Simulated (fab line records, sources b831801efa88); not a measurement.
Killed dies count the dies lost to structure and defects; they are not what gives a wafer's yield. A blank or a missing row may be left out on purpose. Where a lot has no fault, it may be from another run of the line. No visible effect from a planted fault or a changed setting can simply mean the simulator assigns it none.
The tool behind it: which one? | flow gf180mcu | Sampling: 6 lots, 18 wafers, 2 of 602 route steps

== WHAT EACH GAUGE READ, for each wafer ==
GF_V4_OVL_MEAS_15.
lot  | measured     | on         | V4_OVL (nm)
L141 | day 24 22:39 | overlay-02 | -3 -3 -4
L146 | day 26 08:56 | overlay-01 | -8 2 -1
L152 | day 28 08:02 | overlay-01 | -2 -2 7
L157 | day 29 22:54 | overlay-02 | -1 1 3
L159 | day 30 08:30 | overlay-02 | 5 10 -3
L163 | day 31 08:02 | overlay-02 | 4 1 7

== WHICH TOOL RAN EACH LOT (tool, then ch and the chambers of the sampled wafers, then the start) ==
lot  | GF_V4_CMP_04
L141 | cmp-01 ch 0,2,3, day 24 00:43
L146 | cmp-02 ch 0,1,2, day 25 11:35
L152 | cmp-02 ch 0,1,3, day 27 12:01
L157 | cmp-02 ch 2,3, day 29 03:37
L159 | cmp-02 ch 0,1,3, day 29 13:41
L163 | cmp-02 ch 0,3, day 30 13:58
- GF_V4_CMP_04: polishes SiO2.

== THE ANSWER, worked out from the rows above alone ==
Rule: the lots themselves supply what counts as usual. The widest of any qualifying gaps counts: lots, ordered by their means at a reading, are off when they make up no more than a third of the lots, leave a main group of 4 or more, and stand apart from it by 3 or more times the standard deviation of that group's means. The tables above print the reading to a certain number of digits; a main group whose means all agree to those digits is not used. Also off: a lot with no number at a reading for which 4 or more lots have one. The other lots that the step has rows for count as sound.
None of the lots is off at any reading shown; this tells nothing.

== WHAT THE SIMULATOR HAD PUT IN ==
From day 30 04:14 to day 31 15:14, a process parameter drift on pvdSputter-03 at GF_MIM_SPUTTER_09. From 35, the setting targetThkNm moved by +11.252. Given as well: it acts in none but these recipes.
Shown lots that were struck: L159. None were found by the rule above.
